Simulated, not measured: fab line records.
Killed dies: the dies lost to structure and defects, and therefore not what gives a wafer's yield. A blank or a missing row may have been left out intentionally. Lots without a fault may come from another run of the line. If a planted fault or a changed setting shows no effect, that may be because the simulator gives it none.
Matching of chambers | flow sky130 | SKY_FIELD_ISO_ETCH_17 on rie si-02: 4 sister chambers
The step etches Si in HBr/Cl2/O2, target depth 342 nm, time 97.7 s. 4 wafers are shown with their chamber, then 10 later ones without.

EACH WAFER AND ITS CHAMBER
wafer  | chamber | drypump motor current A (A)
L225.3 | 1       | 5.9
L225.4 | 0       | 5.3
L227.4 | 2       | 5.9
L227.5 | 3       | 5.7

WAFERS WITH NO CHAMBER GIVEN
wafer  | drypump motor current A (A)
L227.6 | 5.9
L229.1 | 5.9
L229.3 | 5.3
L229.5 | 5.7
L231.2 | 5.7
L231.3 | 5.2
L231.5 | 5.7
L233.2 | 5.7
L233.3 | 6.0
L233.4 | 5.7

CHAMBER TAKEN BY EACH
wafer  | from the rows above     | in truth
L227.6 | can't be placed: 1 or 2 | 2
L229.1 | can't be placed: 1 or 2 | 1
L229.3 | 0                       | 0
L229.5 | 3                       | 3
L231.2 | 3                       | 3
L231.3 | 0                       | 0
L231.5 | 3                       | 3
L233.2 | 3                       | 3
L233.3 | can't be placed: 1 or 2 | 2
L233.4 | 3                       | 3
Correctly placed: 7 of 10. Unplaceable from these rows: 3, with the true chamber sitting among the candidates in 3. Number placed wrongly: 0.
How it was worked out, from the rows above alone: a wafer's distance from a chamber is the root of the sum, over the readings, of the square of ((its reading less the chamber's mean) divided by the reading's scatter). If the next closest chamber is less than 2 further off than the closest, the wafer can't be placed; otherwise it belongs to the closest. For every chamber, the mean is computed from those of its wafers that are shown. The scatter: with one shown wafer a chamber, the root of the mean of the squares of how far each hidden wafer lies from its nearest shown one.
